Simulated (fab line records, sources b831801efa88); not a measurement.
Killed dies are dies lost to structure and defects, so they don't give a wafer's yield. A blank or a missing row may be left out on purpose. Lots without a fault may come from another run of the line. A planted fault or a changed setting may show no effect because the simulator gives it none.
Problem report in the 8D (eight disciplines) form, filled by code | flow gf180mcu | the parts of the form that need people (team, actions taken, sign-off) are left out

1. THE PROBLEM
MVSD_OVL at GF_MVSD_OVL_MEAS_07 reads a mean of 240.7 nm on 6 wafers of 2 lots; wafers without a fault read 0.8 nm with a standard deviation of 1.3. That is +99 or more standard deviations from the usual mean.
First seen on wafer L680.3, day 8 21:12, on overlay-02. The record holds 42 wafers of 14 lots with a number at this step. Rule for "out", or "out of limits": more than 4 standard deviations from the usual mean. The other wafers with a number count as sound.

2. WHAT IT IS AND WHAT IT IS NOT
question                    | is                     | is not
which readings at this step | MVSD_OVL               | -
which lots                  | L680, L681             | L664, L665, L666, L667, L668, L670, L672, L673, L674, L682, L683, L684
which wafers of those lots  | all that have a number | -
read on which gauges        | overlay-02             | overlay-01
when                        | from day 8 21:12       | up to then (27 sound wafers); but 9 sound wafers of L682, L683, L684 came after

3. SUSPECTS, AND WHAT RULES EACH OUT
Counting: a tool at a process step up to the reading stays a suspect if it ran every lot that is out and no sound lot after the first of them.
- the gauge at GF_MVSD_OVL_MEAS_07: kept. All the wafers that are out were read on overlay-02, and no step on other tools shows them out.
- iline_stepper-02 at GF_MVSD_EXPOSE_04 (exposes mask MVSD, target cd 1000 nm): kept. It ran every lot that is out, first L680 (day 8 13:04), and no sound lot after that; its last sound lot up to then is L674 (day 7 03:20).
Left after counting: iline_stepper-02 at GF_MVSD_EXPOSE_04, overlay-02 at GF_MVSD_OVL_MEAS_07.

4. THE CAUSE (what the simulator had put in)
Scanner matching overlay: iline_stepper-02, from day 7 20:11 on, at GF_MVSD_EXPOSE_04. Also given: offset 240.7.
Counting left 2 suspects, and this tool is among them.

5. THE CHAIN OF EFFECTS, in route order
Each row: a reading whose mean over the struck wafers that have a number lies more than 3 standard deviations from the usual. Only readings for which the record gives a usual standard deviation are gone through. hours: the time from each lot's start at the first step in this table that gives one to its start at this step, as a median over the lots. sigmas: the change in usual standard deviations.
hours | step                | reading  | usual  | on struck wafers | change | sigmas
0     | GF_MVSD_OVL_MEAS_07 | MVSD_OVL | 0.8 nm | 240.7            | +239.9 | +99 or more
Later measuring or inspecting steps at which every struck wafer that the step has a row for has a number for every such reading, and none has moved that far: GF_VT_IMPLANT_TW_MEAS_10, GF_PSD_OVL_MEAS_08.

6. WHAT WOULD HAVE CAUGHT IT SOONER
In this record the first reading out of limits at a measuring or inspecting step was taken at day 8 21:12, 25 hours after the fault began at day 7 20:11.
All the lots that are out (2) had begun GF_MVSD_EXPOSE_04 on iline_stepper-02 by day 8 21:12. A hold on the tool at that time would have spared none of them.
